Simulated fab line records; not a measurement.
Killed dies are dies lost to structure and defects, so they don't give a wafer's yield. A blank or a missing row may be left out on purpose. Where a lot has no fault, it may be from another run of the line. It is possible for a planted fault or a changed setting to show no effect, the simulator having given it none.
fab line records    flow sky130
record lots=5  wafers=15  lastDay=50
route steps=708 shown VIA4@652 METAL5@661 PASSIVATION@681 PAD_OPEN@708
lots with no fault: from the same line, run without faults
startH: hours from the record's opening day to when the first of the lot's shown wafers began    waitH: time in hours since the lot's previous step    " identical to the entry in the row above    L1.1+2: a single row standing in for several wafers    - no value present, or no start provided    * or withheld: withheld    < > ~ a bound
route shown NAME@n: a module of which the file shows steps, and the number in the route of the first    usual: average and standard deviation across the fault-free wafers    same: alike in all rows    chamber/n: place in a boat    sites: readings site by site    _std_site: standard deviation of those values    _edge_site: mean of outer sites minus mean of inner sites    radiusMm: for every site, how far away it sits from the centre of the wafer    mask NAME#n: copy n    behind: tool/chamber where the wafer was last shaped    hold: reason for holding the lot/hours on hold/outcome of the hold    device: the transistor (n, p or np) that didn't switch    end of line: tests of these same wafers at the route's end    a step without rows: its recipe alone    killed: dies lost to structure and defects at the first sort, not the wafer's yield    map: per-die view of a wafer (x killed, . not killed, _ where there is no die)
set.NAME: the setting the step ran with; set.NAME@STEP: the setting that earlier step ran with    model.NAME: the simulator's own value behind a step, which no gauge read
lots at selected steps of the route; one table per step, one row per wafer
services: when a tool's chamber went out of use (startH, in hours from the record's first day, below 0 if earlier), for how many hours, and the reason
## steps
# step SKY_VIA4_STRIP_13
# recipe chemistry=O2/N2  powerW=1400  pressureMtorr=1500  platenTempC=withheld  o2FlowSccm=3000  n2FlowSccm=300  overashFraction=0.5
# step SKY_VIA4_STRIP_14
# recipe chemistry=postEtchResidueRemover  timeS=1200  tempC=72.5
# step SKY_VIA4_CLEAN_15
# recipe chemistry=IPA  timeS=180  tempC=25
# step SKY_VIA4_CLEAN_16
# recipe chemistry=O3/DIW  dry=n2Spin
# step SKY_VIA4_SPUTTER_17
# recipe material=TiN  targetThkNm=20  chamberPressurePa=5  powerW=4000  timeS=80
# step SKY_VIA4_CVD_18
# recipe material=W  targetThkNm=505  timeS=152.14  tempC=400  pressureTorr=40
# usual heaterPowerW=811/83
lot.wafer  tool     chamber  startH   waitH  heaterPowerW
L250.2     cvdW-01  0        1037.72  0.0    877
L250.3     "        0        "        "      867
L250.6     "        1        "        "      673
L255.3     cvdW-01  0        1091.39  0.1    908
L255.5     "        1        "        "      680
L255.6     "        0        "        "      864
L257.4     cvdW-01  1        1095.72  0.1    682
L257.5     "        1        "        "      688
L257.6     "        0        "        "      874
L266.2     cvdW-01  1        1130.54  0.0    698
L266.4     "        0        "        "      875
L266.5     "        1        "        "      688
L265.1     cvdW-01  0        1136.46  0.0    892
L265.2     "        1        "        "      688
L265.6     "        1        "        "      686
# step SKY_VIA4_RS_MEAS_19
# recipe thkMeasGauge=four-point-probe  reads=W_of_VIA4_CVD_18+TiN_of_VIA4_SPUTTER_17
# usual VIA4_W_RS=0.2271/0.0025
lot.wafer  tool          chamber  startH   waitH  VIA4_W_RS[ohm/sq]
L250.2     filmMetro-03  -        1037.89  0.1    0.2273
L250.3     "             -        "        "      0.2269
L250.6     "             -        "        "      0.2297
L255.3     filmMetro-03  -        1091.53  0.1    0.2216
L255.5     "             -        "        "      0.2269
L255.6     "             -        "        "      0.2201
L257.4     filmMetro-02  -        1095.88  0.1    0.2299
L257.5     "             -        "        "      0.2308
L257.6     "             -        "        "      0.2225
L266.2     filmMetro-03  -        1130.71  0.1    0.2320
L266.4     "             -        "        "      0.2251
L266.5     "             -        "        "      0.2294
L265.1     filmMetro-03  -        1136.62  0.1    0.2225
L265.2     "             -        "        "      0.2258
L265.6     "             -        "        "      0.2268
# step SKY_VIA4_THK_MEAS_20
# recipe thkMeasGauge=xrf  reads=W_of_VIA4_CVD_18
# usual VIA4_W_THK=499/7.1
lot.wafer  tool          chamber  startH   waitH  VIA4_W_THK[nm]
L250.2     filmMetro-03  -        1038.00  0.1    498
L250.3     "             -        "        "      499
L250.6     "             -        "        "      490
L255.3     filmMetro-03  -        1091.63  0.1    511
L255.5     "             -        "        "      501
L255.6     "             -        "        "      515
L257.4     filmMetro-02  -        1095.97  0.1    486
L257.5     "             -        "        "      485
L257.6     "             -        "        "      504
L266.2     filmMetro-03  -        1130.82  0.1    488
L266.4     "             -        "        "      499
L266.5     "             -        "        "      489
L265.1     filmMetro-03  -        1136.74  0.1    505
L265.2     "             -        "        "      498
L265.6     "             -        "        "      497
# step SKY_VIA4_CMP_21
# recipe stopOn=SiO2  tOverpolishS=25  downForcePsi=3.5  platenRpm=60  targetThkNm=0  padVelocityMS=0.94248
# usual motorCurrentA=10.6/1.3  overpolishRunS=25.002/0.0088  timeToEndpointS=121/5.5
# same tOverpolishS=25
lot.wafer  tool    chamber  startH   waitH  motorCurrentA  overpolishRunS  timeToEndpointS
L250.3     cmp-02  0        1038.10  0.1    11.4           24.994          122
L250.2     "       1        "        "      9.2            24.999          125
L250.6     "       0        "        "      10.9           24.992          124
L255.3     cmp-01  0        1091.82  0.2    9.1            24.998          133
L255.5     "       1        "        "      10.4           25.011          127
L255.6     "       2        "        "      11.3           25.006          127
L257.4     cmp-02  3        1096.10  0.1    10.1           25.012          115
L257.5     "       1        "        "      9.3            25.001          119
L257.6     "       2        "        "      13.1           25.018          123
L266.4     cmp-01  0        1130.87  0.0    8.8            25.007          128
L266.2     "       3        "        "      9.3            25.008          120
L266.5     "       0        "        "      8.6            25.009          130
L265.2     cmp-02  2        1136.88  0.1    12.5           24.993          116
L265.1     "       0        "        "      12.0           25.016          128
L265.6     "       1        "        "      9.1            25.003          120
# step SKY_METAL5_SPUTTER_00
# recipe material=Ti  targetThkNm=15  powerW=3000  timeS=10  chamberPressurePa=0.4
# step SKY_METAL5_SPUTTER_01
# recipe material=TiN  targetThkNm=20  powerW=6500  timeS=16.7  chamberPressurePa=0.4
# step SKY_METAL5_SPUTTER_02
# recipe material=AlCu  targetThkNm=1150  powerW=10600  timeS=61.2  chamberPressurePa=0.4
# step SKY_METAL5_SPUTTER_03
# recipe material=Ti  targetThkNm=5  powerW=3000  timeS=3.3  chamberPressurePa=0.4
# usual throttleValvePct=30.2/0.8
lot.wafer  tool           chamber  startH   waitH  throttleValvePct
L250.2     pvdSputter-03  -        1038.45  0.0    29.1
L250.3     "              -        "        "      30.5
L250.6     "              -        "        "      30.9
L255.3     pvdSputter-03  -        1092.07  0.0    29.2
L255.5     "              -        "        "      30.3
L255.6     "              -        "        "      29.2
L257.4     pvdSputter-04  -        1096.40  0.0    31.0
L257.5     "              -        "        "      28.9
L257.6     "              -        "        "      30.5
L266.2     pvdSputter-02  -        1131.27  0.0    29.0
L266.4     "              -        "        "      31.8
L266.5     "              -        "        "      29.5
L265.1     pvdSputter-03  -        1137.23  0.0    30.7
L265.2     "              -        "        "      30.2
L265.6     "              -        "        "      30.4
# step SKY_METAL5_SPUTTER_04
# recipe material=TiN  targetThkNm=70  powerW=6500  timeS=58.3  chamberPressurePa=0.4
# step SKY_METAL5_RS_MEAS_05
# recipe thkMeasGauge=four-point-probe  reads=TiN_of_METAL5_SPUTTER_04+Ti_of_METAL5_SPUTTER_03+AlCu_of_METAL5_SPUTTER_02+TiN_of_METAL5_SPUTTER_01+Ti_of_METAL5_SPUTTER_00
# usual METAL5_ALCU_RS=0.0271/0.00039
lot.wafer  tool          chamber  startH   waitH  METAL5_ALCU_RS[ohm/sq]
L250.2     filmMetro-01  -        1038.54  0.0    0.0263
L250.3     "             -        "        "      0.0266
L250.6     "             -        "        "      0.0264
L255.3     filmMetro-04  -        1092.18  0.1    0.0268
L255.5     "             -        "        "      0.0270
L255.6     "             -        "        "      0.0269
L257.4     filmMetro-03  -        1096.53  0.1    0.0272
L257.5     "             -        "        "      0.0271
L257.6     "             -        "        "      0.0274
L266.2     filmMetro-03  -        1131.36  0.0    0.0271
L266.4     "             -        "        "      0.0272
L266.5     "             -        "        "      0.0271
L265.1     filmMetro-03  -        1137.30  0.0    0.0270
L265.2     "             -        "        "      0.0268
L265.6     "             -        "        "      0.0268
# step SKY_METAL5_THK_MEAS_06
# recipe thkMeasGauge=xrf  reads=AlCu_of_METAL5_SPUTTER_02
# usual METAL5_ALCU_THK=1130/19
lot.wafer  tool          chamber  startH   waitH  METAL5_ALCU_THK[nm]
L250.2     filmMetro-01  -        1038.65  0.1    1173
L250.3     "             -        "        "      1147
L250.6     "             -        "        "      1159
L255.3     filmMetro-04  -        1092.28  0.1    1130
L255.5     "             -        "        "      1118
L255.6     "             -        "        "      1122
L257.4     filmMetro-03  -        1096.62  0.1    1138
L257.5     "             -        "        "      1138
L257.6     "             -        "        "      1128
L266.2     filmMetro-03  -        1131.47  0.1    1138
L266.4     "             -        "        "      1137
L266.5     "             -        "        "      1139
L265.1     filmMetro-03  -        1137.42  0.1    1155
L265.2     "             -        "        "      1164
L265.6     "             -        "        "      1153
# step SKY_METAL5_DEHYDRATE_07
# recipe tempC=200  timeS=60
# step SKY_METAL5_HMDS_08
# recipe primeTimeS=60  primeTempC=120
# step SKY_METAL5_COAT_09
# recipe resist=NOVOLAK  spinRpm=3000  resistThkNm=1800
# step SKY_METAL5_SOFTBAKE_10
# recipe tempC=90  timeS=60  resist=NOVOLAK
# step SKY_METAL5_EXPOSE_11
# recipe maskId=MM5  na=0.6  sourceShape=conventional  sigmaOuter=0.6  polarization=unpolarized  targetCdNm=1600  doseMj=190
# step SKY_METAL5_PEB_12
# recipe tempC=withheld  timeS=*  resist=NOVOLAK
# step SKY_METAL5_DEVELOP_13
# recipe resist=NOVOLAK  developer=TMAH  developTimeS=60  devTempC=23
# step SKY_METAL5_DESCUM_14
# recipe chemistry=O2  sourcePowerW=150  biasPowerW=0  pressureMtorr=10  tempC=40  timeS=11
# usual drypumpMotorCurrentA=5.63/0.27  oesProductAu=0.994/0.0082
lot.wafer  tool         chamber  startH   waitH  drypumpMotorCurrentA  oesProductAu  rfHoursCounterH
L250.2     rieMetal-03  0        1060.85  0.1    5.59                  0.998         14
L250.3     "            1        "        "      6.01                  1.001         -
L250.6     "            0        "        "      5.63                  0.998         -
L255.3     rieMetal-01  1        1112.26  0.1    5.10                  0.999         -
L255.5     "            1        "        "      5.12                  0.993         -
L255.6     "            0        "        "      5.63                  0.995         -
L257.4     rieMetal-03  1        1116.86  0.1    5.97                  1.003         -
L257.5     "            1        "        "      6.00                  0.990         -
L257.6     "            0        "        "      5.57                  0.994         -
L266.2     rieMetal-03  0        1150.45  0.1    5.63                  0.996         22
L266.4     "            1        "        "      5.97                  1.005         -
L266.5     "            0        "        "      5.59                  0.991         -
L265.1     rieMetal-04  1        1156.78  0.1    5.74                  1.003         22
L265.2     "            1        "        "      5.73                  0.996         -
L265.6     "            1        "        "      5.76                  0.992         -
# step SKY_METAL5_METAL_ETCH_15
# recipe targetDepthA=12600  stopOn=SiO2  overEtchFrac=0.2  timeS=252  chemistry=Cl2/BCl3  resistSidewallDeg=86  pressureMtorr=10  icpW=900  biasW=48.5  Cl2_flow_sccm=60  bcl3FlowSccm=30
# step SKY_METAL5_STRIP_16
# recipe chemistry=O2/N2  powerW=1400  pressureMtorr=1500  platenTempC=withheld  o2FlowSccm=3000  n2FlowSccm=300  overashFraction=0.5
# usual drypumpMotorCurrentA=6.0/0.61  o2FlowSccm=2999/8.6  oesProductAu=0.711/0.0044  stripTimeToEndpointS=13.15/0.095
lot.wafer  tool            chamber  startH   waitH  drypumpMotorCurrentA  o2FlowSccm  oesProductAu  rfHoursCounterH  stripTimeToEndpointS
L250.2     plasmaAsher-02  1        1061.12  0.2    6.6                   3010        0.715         97               13.05
L250.3     "               1        "        "      6.6                   3016        0.714         -                12.99
L250.6     "               1        "        "      6.6                   3009        0.713         -                12.91
L255.3     plasmaAsher-02  0        1112.55  0.1    5.1                   3015        0.702         -                13.19
L255.5     "               0        "        "      5.1                   3004        0.717         -                13.23
L255.6     "               1        "        "      6.6                   3006        0.710         -                13.23
L257.4     plasmaAsher-02  1        1117.15  0.1    6.6                   3012        0.713         -                13.10
L257.5     "               0        "        "      5.1                   2990        0.716         -                13.16
L257.6     "               1        "        "      6.5                   3015        0.717         -                13.11
L266.2     plasmaAsher-02  1        1150.81  0.2    6.6                   2999        0.708         106              13.09
L266.4     "               0        "        "      5.1                   3010        0.705         -                13.14
L266.5     "               1        "        "      6.6                   3006        0.702         -                13.28
L265.1     plasmaAsher-02  1        1157.31  0.4    6.6                   3003        0.710         107              13.14
L265.2     "               0        "        "      5.1                   3007        0.700         107              13.01
L265.6     "               1        "        "      6.6                   2994        0.711         -                13.13
# step SKY_METAL5_STRIP_17
# recipe chemistry=postEtchResidueRemover  timeS=1200  tempC=72.5
# step SKY_METAL5_CLEAN_18
# recipe chemistry=IPA  timeS=180  tempC=25
# step SKY_METAL5_CLEAN_19
# recipe chemistry=O3/DIW  dry=n2Spin
# step SKY_PASSIVATION_CVD_00
# recipe material=SiO2  targetThkNm=90  tempC=400  timeS=withheld  rfW=600
# step SKY_PASSIVATION_THK_MEAS_01
# recipe reads=SiO2_of_PASSIVATION_CVD_00
# usual PASSIVATION_CVD_00_THK=90.3/1.1
lot.wafer  tool          chamber  startH   waitH  PASSIVATION_CVD_00_THK[nm]
L250.2     filmMetro-02  -        1061.81  -      88.6
L250.3     "             -        "        "      89.5
L250.6     "             -        "        "      90.9
L255.3     filmMetro-01  -        1113.15  -      90.3
L255.5     "             -        "        "      92.5
L255.6     "             -        "        "      91.0
L257.4     filmMetro-04  -        1117.80  -      90.5
L257.5     "             -        "        "      90.1
L257.6     "             -        "        "      91.1
L266.2     filmMetro-02  -        1151.44  -      88.5
L266.4     "             -        "        "      90.7
L266.5     "             -        "        "      90.2
L265.1     filmMetro-02  -        1157.97  -      90.4
L265.2     "             -        "        "      89.5
L265.6     "             -        "        "      92.4
# step SKY_PASSIVATION_CVD_02
# recipe material=Si3N4  targetThkNm=540  tempC=400  timeS=withheld  rfW=450
# step SKY_PASSIVATION_THK_MEAS_03
# recipe reads=Si3N4_of_PASSIVATION_CVD_02
# usual PASSIVATION_CVD_02_THK=541/7.1
lot.wafer  tool          chamber  startH   waitH  PASSIVATION_CVD_02_THK[nm]
L250.2     filmMetro-01  -        1062.09  -      536
L250.3     "             -        "        "      535
L250.6     "             -        "        "      549
L255.3     filmMetro-01  -        1113.55  -      542
L255.5     "             -        "        "      550
L255.6     "             -        "        "      552
L257.4     filmMetro-01  -        1118.09  -      555
L257.5     "             -        "        "      547
L257.6     "             -        "        "      551
L266.2     filmMetro-04  -        1151.72  -      540
L266.4     "             -        "        "      544
L266.5     "             -        "        "      535
L265.1     filmMetro-04  -        1158.25  -      538
L265.2     "             -        "        "      536
L265.6     "             -        "        "      544
# step SKY_PASSIVATION_DEHYDRATE_04
# recipe tempC=200  timeS=60
# step SKY_PASSIVATION_HMDS_05
# recipe primeTimeS=60  primeTempC=120
# step SKY_PASSIVATION_COAT_06
# recipe spinRpm=2000  resistThkNm=3000
# step SKY_PASSIVATION_SOFTBAKE_07
# recipe tempC=110  timeS=withheld
# step SKY_PASSIVATION_EXPOSE_08
# recipe maskId=NSM  targetCdNm=3000  na=0.57  doseMj=260
# step SKY_PASSIVATION_PEB_09
# recipe tempC=115  timeS=withheld
# step SKY_PASSIVATION_DEVELOP_10
# recipe developTimeS=60  devTempC=23
# step SKY_PASSIVATION_ETCH_11
# recipe chemistry=CF4/O2  targetDepthNm=725  stopOn=AlCu  sourceW=800  biasW=150  pressureMtorr=150  cf4FlowSccm=80  O2_flow_sccm=10  timeS=161.1
# usual cf4FlowSccm=80.03/0.2  drypumpMotorCurrentA=5.9/0.56  oesProductAu=0.979/0.0076  throttleValvePct=5.963/0.0097
lot.wafer  tool        chamber  startH   waitH  cf4FlowSccm  drypumpMotorCurrentA  oesProductAu  rfHoursCounterH  throttleValvePct
L250.2     rieDiel-02  3        1083.73  -      79.77        5.4                   0.971         23               5.958
L250.3     "           1        "        "      79.95        4.9                   0.970         13               5.963
L250.6     "           2        "        "      80.27        6.2                   0.984         -                5.966
L255.3     rieDiel-01  2        1133.55  -      79.76        6.4                   0.983         25               5.964
L255.5     "           0        "        "      79.87        6.7                   0.991         -                5.963
L255.6     "           3        "        "      80.01        5.8                   0.985         -                5.982
L257.4     rieDiel-04  1        1137.78  -      80.38        6.7                   0.984         -                5.970
L257.5     "           2        "        "      80.24        6.1                   0.984         -                5.941
L257.6     "           3        "        "      80.33        6.1                   0.991         -                5.963
L266.2     rieDiel-04  1        1170.43  -      79.75        6.7                   0.983         18               5.961
L266.4     "           3        "        "      79.76        6.1                   0.981         -                5.965
L266.5     "           3        "        "      80.12        6.1                   0.976         -                5.976
L265.1     rieDiel-02  1        1176.30  -      80.22        4.9                   0.982         17               5.959
L265.2     "           3        "        "      80.17        5.5                   0.973         27               5.943
L265.6     "           1        "        "      80.03        4.9                   0.986         -                5.975
# step SKY_PASSIVATION_STRIP_12
# recipe chemistry=O2/N2  powerW=1400  pressureMtorr=1500  platenTempC=withheld  overashFraction=0.7  o2FlowSccm=3000  n2FlowSccm=300
# step SKY_PAD_OPEN_PROBE_99
# usual defectLimitedYield=82.3/2.2  killed_at_M0_to_M3=43/7.3  killed_at_M4_up=3.2/1.9  killedAtContacts=25/5.4  killedAtFrontEnd=16/4.4  killedAtOther=0.4/0.66  killedDies=87/11  killedOpen=48/7.9  killedShort=39/6.5  sort_bin_3_pad_short=0.8/0.43  sort_bin_5_function=10.5/1.6  sort_bin_6_memory=6.4/1.2  sortNPass=405/11  sortYieldPct=82.3/2.2
# same grossDies=492  killedAtBackSide=0  sort_bin_4_leakage[%]=0  sort_bin_8_speed[%]=0
lot.wafer  tool       chamber  startH   waitH  hold                     defectLimitedYield[%]  killed_at_M0_to_M3  killed_at_M4_up  killedAtContacts  killedAtFrontEnd  killedAtOther  killedDies  killedOpen  killedShort  sort_bin_3_pad_short[%]  sort_bin_5_function[%]  sort_bin_6_memory[%]  sortNPass  sortYieldPct[%]  model.etest.tester.sortNPass  model.etest.tester.sortYieldPct  model.etest.tester.sort_bin_5_pct  model.etest.tester.sort_bin_3_pct
L250.2     prober-02  -        1107.57  0.1    -                        82.5                   41                  2                19                22                2              86          46          39           0.6                      11.6                    5.3                   406        82.5             406                           82.52                            11.59                              0.6098
L250.3     prober-02  -        1107.62  0.2    -                        80.7                   46                  2                34                13                0              95          61          34           1.2                      11.0                    7.1                   397        80.7             397                           80.69                            10.98                              1.22
L250.6     prober-02  -        1107.77  0.2    -                        77.0                   58                  2                31                22                0              113         59          54           0.8                      13.0                    9.1                   379        77.0             379                           77.03                            13.01                              0.813
L255.3     prober-02  -        1155.37  0.2    -                        84.3                   44                  2                20                11                0              77          47          30           0.6                      9.1                     5.9                   415        84.3             415                           84.35                            9.146                              0.6098
L255.5     prober-02  -        1155.47  0.2    -                        83.5                   40                  1                23                17                0              81          49          31           0.4                      9.6                     6.5                   411        83.5             411                           83.54                            9.553                              0.4065
L255.6     prober-02  -        1155.52  0.2    -                        79.1                   52                  7                22                22                0              103         61          41           1.8                      12.6                    6.5                   389        79.1             389                           79.06                            12.6                               1.829
L257.4     prober-02  -        1159.92  0.2    -                        82.3                   51                  2                21                12                1              87          50          36           0.8                      10.0                    6.9                   405        82.3             405                           82.32                            9.959                              0.813
L257.5     prober-02  -        1159.97  0.2    -                        83.5                   37                  1                25                17                1              81          45          35           1.0                      10.4                    5.1                   411        83.5             411                           83.54                            10.37                              1.016
L257.6     prober-02  -        1160.02  0.2    -                        82.1                   35                  4                30                19                0              88          47          41           0.2                      8.7                     8.9                   404        82.1             404                           82.11                            8.74                               0.2033
L266.2     prober-02  -        1189.51  0.1    -                        84.3                   37                  2                23                14                1              77          42          35           0.4                      7.1                     8.1                   415        84.3             415                           84.35                            7.114                              0.4065
L266.4     prober-02  -        1189.61  0.2    -                        85.8                   32                  3                27                8                 0              70          41          29           0.8                      9.6                     3.9                   422        85.8             422                           85.77                            9.553                              0.813
L266.5     prober-02  -        1189.66  0.2    -                        86.0                   30                  4                19                16                0              69          33          36           0.4                      8.9                     4.7                   423        86.0             423                           85.98                            8.943                              0.4065
L265.1     prober-01  -        1195.55  0.1    awaitDispo/5.0h/release  71.3                   43                  66               21                11                0              141         46          30           3.9                      18.5                    6.3                   351        71.3             351                           71.34                            18.5                               3.862
L265.2     prober-01  -        1195.60  0.1    awaitDispo/5.0h/release  86.0                   42                  0                19                8                 0              69          41          28           0.8                      7.9                     5.3                   423        86.0             423                           85.98                            7.927                              0.813
L265.6     prober-01  -        1195.80  0.2    awaitDispo/5.0h/release  83.7                   43                  7                15                14                1              80          42          37           0.8                      10.6                    4.9                   412        83.7             412                           83.74                            10.57                              0.813
# killed by level:class
L250.2 POLY_GATE:geometricParticle:open=9 CONTACT:geometricParticle:open=9 VIA3:geometricParticle:open=7 VIA3:geometricParticle:short=6 VIA1:geometricParticle:open=6 POLY_GATE:geometricParticle:short=5 CONTACT:geometricParticle:short=5 VIA1:geometricParticle:short=5
L250.3 CONTACT:geometricParticle:open=16 VIA1:geometricParticle:open=10 CONTACT:geometricParticle:short=8 VIA2:geometricParticle:open=8 METAL2:geometricParticle:short=7 VIA3:geometricParticle:open=6 LI_CONTACT:geometricParticle:open=4 METAL1:geometricParticle:short=4
L250.6 VIA1:geometricParticle:open=12 CONTACT:geometricParticle:open=10 VIA3:geometricParticle:open=10 METAL2:geometricParticle:short=8 METAL1:geometricParticle:short=8 LI_CONTACT:geometricParticle:open=7 FIELD_ISO:geometricParticle:short=6 VIA1:geometricParticle:short=6
L255.3 VIA1:geometricParticle:open=8 CONTACT:geometricParticle:open=7 VIA2:geometricParticle:open=7 LI_CONTACT:geometricParticle:open=5 METAL1:geometricParticle:short=5 VIA3:geometricParticle:open=5 FIELD_ISO:geometricParticle:open=4 SPACER:geometricParticle:open=4
L255.5 VIA1:geometricParticle:open=14 CONTACT:geometricParticle:open=7 FIELD_ISO:geometricParticle:open=6 LI_CONTACT:geometricParticle:open=6 VIA1:geometricParticle:short=5 FIELD_ISO:geometricParticle:short=4 METAL1:geometricParticle:short=4 LOCAL_INTERCONNECT:geometricParticle:short=4
L255.6 VIA1:geometricParticle:open=15 VIA3:geometricParticle:open=9 FIELD_ISO:geometricParticle:short=7 CONTACT:geometricParticle:open=7 LI_CONTACT:geometricParticle:open=7 VIA1:geometricParticle:short=6 VIA2:geometricParticle:open=6 FIELD_ISO:geometricParticle:open=5
L257.4 CONTACT:geometricParticle:open=10 VIA3:geometricParticle:open=9 VIA1:geometricParticle:open=8 VIA2:geometricParticle:open=8 METAL1:geometricParticle:short=6 METAL3:geometricParticle:short=6 FIELD_ISO:geometricParticle:short=4 CONTACT:geometricParticle:short=4
L257.5 LI_CONTACT:geometricParticle:open=8 VIA1:geometricParticle:open=8 VIA3:geometricParticle:open=8 FIELD_ISO:geometricParticle:open=6 FIELD_ISO:geometricParticle:short=6 LOCAL_INTERCONNECT:geometricParticle:short=6 CONTACT:geometricParticle:open=6 VIA2:geometricParticle:open=5
L257.6 CONTACT:geometricParticle:open=10 FIELD_ISO:geometricParticle:short=8 LI_CONTACT:geometricParticle:open=8 VIA1:geometricParticle:open=8 CONTACT:geometricParticle:short=6 VIA2:geometricParticle:open=6 FIELD_ISO:geometricParticle:open=4 LOCAL_INTERCONNECT:geometricParticle:short=4
L266.2 LI_CONTACT:geometricParticle:open=11 VIA2:geometricParticle:open=7 METAL2:geometricParticle:short=6 METAL1:geometricParticle:short=6 VIA1:geometricParticle:open=6 FIELD_ISO:geometricParticle:open=5 CONTACT:geometricParticle:open=5 VIA1:geometricParticle:short=5
L266.4 CONTACT:geometricParticle:open=12 VIA2:geometricParticle:open=8 LI_CONTACT:geometricParticle:open=6 VIA1:geometricParticle:open=5 METAL1:geometricParticle:short=4 VIA3:geometricParticle:open=4 VIA3:geometricParticle:short=4 LOCAL_INTERCONNECT:geometricParticle:short=3
L266.5 CONTACT:geometricParticle:open=7 VIA1:geometricParticle:open=6 METAL2:geometricParticle:short=6 FIELD_ISO:geometricParticle:open=4 POLY_GATE:geometricParticle:short=4 CONTACT:geometricParticle:short=4 METAL1:geometricParticle:short=4 VIA3:geometricParticle:open=3
L265.1 METAL5:unspecified=65 CONTACT:geometricParticle:open=10 METAL1:geometricParticle:short=8 VIA1:geometricParticle:open=7 VIA2:geometricParticle:open=7 VIA3:geometricParticle:open=7 METAL2:geometricParticle:short=5 LI_CONTACT:geometricParticle:open=4
L265.2 METAL1:geometricParticle:short=10 CONTACT:geometricParticle:open=9 VIA3:geometricParticle:open=9 FIELD_ISO:geometricParticle:open=6 VIA1:geometricParticle:open=6 LI_CONTACT:geometricParticle:open=4 METAL2:geometricParticle:short=4 VIA1:geometricParticle:short=3
L265.6 VIA3:geometricParticle:open=9 METAL1:geometricParticle:short=7 VIA1:geometricParticle:open=7 METAL4:geometricParticle:short=7 LI_CONTACT:geometricParticle:open=6 CONTACT:geometricParticle:open=6 VIA2:geometricParticle:open=6 FIELD_ISO:geometricParticle:open=4
# map L265.1 (x killed, . not)
__________.........._________
________.......x...x.._______
______..........x......x_____
_____..x....x....x..x....____
____....xx....x...x....x..___
___..xx...x....xx..x.x..xxx__
__......xx.xxxxx..........x._
_x...x....xxxxx.x.x...xx.....
_........xxxxxxxxx....x......
_..xx.x...xxxxxxxxx......x...
_......xxxxxxxxxxx.x..x.....x
_......xxxxxxxxxxxx..........
_.x..x..xxxxxxxxxx........x..
_.......x.xxxxxx..x.x..x....x
_....x..xx...x.x...x.........
__.........x....x.........x._
___........x.........x.....__
____...x..x..x.xx.........___
_____.......x.x.x..x..x..____
______.......x.......x.._____
________x....x........_______
__________...x......_________
# map L250.6 (x killed, . not)
__________x...x.xx.._________
________........x..x.._______
______....x............x_____
_____.......x....xx......____
____.......x............x.___
___xxx........x..x.x..x....__
__...x.....x..x......x....x._
_.x.....xx......x...........x
_.............x...x.........x
_..xxx.x.......xx...........x
_....xx..........x.....x.....
_...x...............x..x.x..x
_........x.xx...x..x....x..xx
_x....x...x.x.....x.xx...xxx.
_.x.x....x....x....x.....x..x
__.....x.....x.....x....xx.._
___.xxx.x..x.....x..x...xx.__
____...xxxxxx...x....x....___
_____...x.x..x.....x.xx..____
______..x....x.....x..x._____
________x.x.x..x....x._______
__________..x.x....._________
## services
tool            chamber  startH   hours  kind
plasmaAsher-02  -        1015.64  0.8    repair
plasmaAsher-02  -        1018.76  2.8    pm
cmp-02          -        1019.97  1.2    repair
rieMetal-03     -        1039.23  0.6    repair
cmp-01          -        1049.98  8.6    pm
pvdSputter-03   -        1059.53  7.7    repair
plasmaAsher-02  -        1061.71  6.2    repair
rieDiel-04      -        1072.54  4.3    pm
plasmaAsher-02  -        1075.37  2.5    repair
plasmaAsher-02  -        1075.81  2.1    repair
cmp-01          -        1076.43  0.9    repair
rieDiel-04      0        1080.64  104.3  repair
cmp-01          -        1084.38  4.0    pm
rieDiel-04      -        1099.86  1.1    repair
cvdW-01         -        1101.56  0.6    repair
rieDiel-02      0        1117.98  3.1    repair
cmp-02          -        1126.71  1.3    repair
pvdSputter-03   -        1129.17  2.1    repair
cmp-01          -        1132.67  7.4    pm
rieDiel-04      3        1132.93  3.4    repair
cvdW-01         -        1141.59  1.5    repair
cmp-02          -        1151.40  1.4    repair
pvdSputter-03   -        1159.48  3.9    repair
cvdW-01         0        1174.60  4.6    repair
## key
firstSign step=SKY_PAD_OPEN_PROBE_99  reading=killed_at_M4_up  direction=up  sigmas=34  usual=3.2  struck=66
effect step=SKY_PAD_OPEN_PROBE_99  reading=sort_bin_3_pad_short  direction=up  sigmas=7  usual=0.8  struck=3.9
modelEffect step=SKY_PAD_OPEN_PROBE_99  value=etest.tester.sortNPass  without=408  struck=351
metAt SKY_METAL5_SPUTTER_03
struckWafers L265.1
onsetBetween 1038.45 1137.23
fault kind=chamberParticleSource  tool=pvdSputter-03  chamber=-  onsetH=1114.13  steps=SKY_METAL5_SPUTTER_03  ratePerVisitCm2=1.1192  endH=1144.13  scope=struckWafersOnly
